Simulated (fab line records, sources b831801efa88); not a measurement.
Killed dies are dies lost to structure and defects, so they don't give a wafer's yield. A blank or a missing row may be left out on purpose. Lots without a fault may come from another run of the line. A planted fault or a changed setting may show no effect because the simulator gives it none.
One fault seen from 2 desks | flow sky130 | each desk has only its own numbers; what lay behind them comes last

THE TOOL OWNER'S DESK: litho_track-04
The tool's own readings at SKY_VIA2_SOFTBAKE_08 (time 90 s): means of the sampled wafers that have a number, for each lot that ran on this tool. A lot is out of limits, marked OUT, if its mean lies more than 4 standard deviations from the usual mean; the brackets give that distance.
Columns: A = heater_power_total_W at SKY_VIA2_SOFTBAKE_08, usual 57.36 W; B = run_length_s at SKY_VIA2_SOFTBAKE_08, usual 119.1 s
lot  | first seen here | A                       | B
L445 | day 37 14:00    | 57.32                   | 119.3
L448 | day 38 13:00    | 57.36                   | 119.4
L451 | day 39 20:00    | 57.32                   | 119.3
L452 | day 39 23:00    | 76.30 (+99 or more) OUT | 67.0 (-99 or more) OUT
L454 | day 40 02:00    | 76.16 (+99 or more) OUT | 67.0 (-99 or more) OUT
L458 | day 41 03:00    | 76.01 (+99 or more) OUT | 67.0 (-99 or more) OUT
This desk's finding: out of limits on L452, L454, L458; first on L452, day 39 23:00 (heater_power_total_W at SKY_VIA2_SOFTBAKE_08). In limits: L445, L448, L451.

THE METROLOGY DESK
What the gauges read, lot by lot, whatever tool the lot ran on: means of the sampled wafers that have a number. A lot is out of limits, marked OUT, if its mean lies more than 4 standard deviations from the usual mean; the brackets give that distance.
Columns: A = METAL1_ALCU_THK at SKY_METAL1_THK_MEAS_06, usual 251 nm
lot  | first seen here | A
L445 | day 33 12:08    | 252
L446 | day 33 12:39    | 247
L448 | day 34 13:07    | 253
L450 | day 35 15:37    | 248
L451 | day 35 20:05    | 248
L452 | day 35 23:17    | 249
L454 | day 36 04:13    | 256
L455 | day 36 16:53    | 251
L458 | day 37 06:48    | 246
L460 | day 37 21:14    | 249
L462 | day 39 03:39    | 251
L464 | day 39 07:34    | 252
L465 | day 39 07:43    | 250
This desk's finding: nothing out of limits on any of the 13 lots.

PUT TOGETHER
The tool owner's desk could have raised an alarm at day 39 23:00, on L452, L454, L458.
The metrology desk saw nothing out of limits.
The metrology desk has L452, L454, L458 on record, within its limits.
Of the lots named, all ran SKY_VIA2_SOFTBAKE_08 on litho_track-04.

WHAT THE SIMULATOR HAD PUT IN
Process parameter drift: litho_track-04, from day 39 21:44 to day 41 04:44, at SKY_VIA2_SOFTBAKE_08. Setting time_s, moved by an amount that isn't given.
Lots struck among those shown: L452, L454, L458.
Hours from the fault's start to each desk's first reading out of limits: the tool owner's desk, 1.
